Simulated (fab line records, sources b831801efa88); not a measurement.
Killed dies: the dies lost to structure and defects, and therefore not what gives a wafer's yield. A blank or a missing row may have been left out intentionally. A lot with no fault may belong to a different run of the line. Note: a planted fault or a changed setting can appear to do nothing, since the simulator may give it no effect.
A single fault, viewed from 2 desks + flow sky130 + numbers are kept per desk, each desk with only its own; the story behind them comes last

== AT THE TOOL OWNER'S DESK: pvd sputter-02 ==
The tool's own readings at SKY_LOCAL_INTERCONNECT_SPUTTER_00 (material TiN, target thk 100 nm, time 83.3 s): means of the sampled wafers that have a number, for each lot that ran on this tool. Marked OUT: a lot whose mean sits more than 4 standard deviations from the usual mean, which makes it out of limits; the brackets give that distance.
Columns: A = chamber pressure pa at SKY_LOCAL_INTERCONNECT_SPUTTER_00, usual 0.4000 Pa; B = throttle valve pct at SKY_LOCAL_INTERCONNECT_SPUTTER_00, usual 29.6 %
| lot  | first seen here | A      | B    |
|------|-----------------|--------|------|
| L851 | day 28 18:35    | 0.4005 | 29.7 |
| L852 | day 29 13:24    | 0.3998 | 29.8 |
| L854 | day 30 10:47    | 0.4000 | 29.7 |
| L857 | day 31 12:39    | 0.3999 | 29.4 |
| L862 | day 33 01:59    | 0.4001 | 29.5 |
| L870 | day 36 05:50    | 0.3997 | 29.5 |
| L872 | day 36 09:44    | 0.3995 | 30.2 |
| L873 | day 36 15:56    | 0.4001 | 30.0 |
This desk's verdict: no lot among the 8 shows anything out of limits.

== THE METROLOGY DESK ==
Lot by lot, what the gauges showed, no matter which tool ran the lot: averages of those sampled wafers that carry a number. Marked OUT: a lot whose mean sits more than 4 standard deviations from the usual mean, which makes it out of limits; the brackets give that distance.
Columns: A = SONOS_TUNNEL_OVL at SKY_SONOS_TUNNEL_OVL_MEAS_08, usual 1.1 nm; B = LOCAL_INTERCONNECT_TIN_RS at SKY_LOCAL_INTERCONNECT_RS_MEAS_01, usual 14.14 ohm/sq; C = LOCAL_INTERCONNECT_TIN_THK at SKY_LOCAL_INTERCONNECT_THK_MEAS_02, usual 99.8 nm
| lot  | first seen here | A    | B               | C               |
|------|-----------------|------|-----------------|-----------------|
| L851 | day 11 07:53    | 2.0  | 14.14           | 99.3            |
| L852 | day 11 15:12    | 1.4  | 14.27           | 98.8            |
| L854 | day 12 11:49    | 1.5  | 14.23           | 99.3            |
| L857 | day 13 11:57    | -0.4 | 14.20           | 98.8            |
| L860 | day 14 06:43    | 2.1  | 14.01           | 100.8           |
| L862 | day 15 01:59    | 2.8  | 13.99           | 100.7           |
| L870 | day 17 14:42    | 0.0  | 11.84 (-16) OUT | 121.8 (+22) OUT |
| L872 | day 18 20:48    | -0.8 | 11.96 (-16) OUT | 121.3 (+22) OUT |
| L873 | day 19 07:03    | 0.4  | 12.65 (-11) OUT | 113.5 (+14) OUT |
| L874 | day 19 09:40    | 1.3  | 14.12           | 100.1           |
Finding of this desk: L870, L872, L873 out of limits, first seen on L870 at day 36 05:55 (LOCAL_INTERCONNECT_TIN_RS at SKY_LOCAL_INTERCONNECT_RS_MEAS_01). L851, L852, L854, L857, L860, L862, L874: within limits.

== PUT TOGETHER ==
The metrology desk could have raised an alarm at day 36 05:55, on L870, L872, L873.
The desk of the tool owner found nothing out of limits.
Tool owner's desk: L870, L872, L873 on record, inside its limits.
Of the lots named, all ran SKY_LOCAL_INTERCONNECT_SPUTTER_00 on pvd sputter-02.

== WHAT THE SIMULATOR HAD PUT IN ==
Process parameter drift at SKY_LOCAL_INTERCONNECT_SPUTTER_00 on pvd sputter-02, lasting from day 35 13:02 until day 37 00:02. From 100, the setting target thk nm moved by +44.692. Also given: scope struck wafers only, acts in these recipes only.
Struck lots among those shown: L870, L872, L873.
Time in hours between the start of the fault and the first out-of-limits reading at each desk: metrology desk, 17.
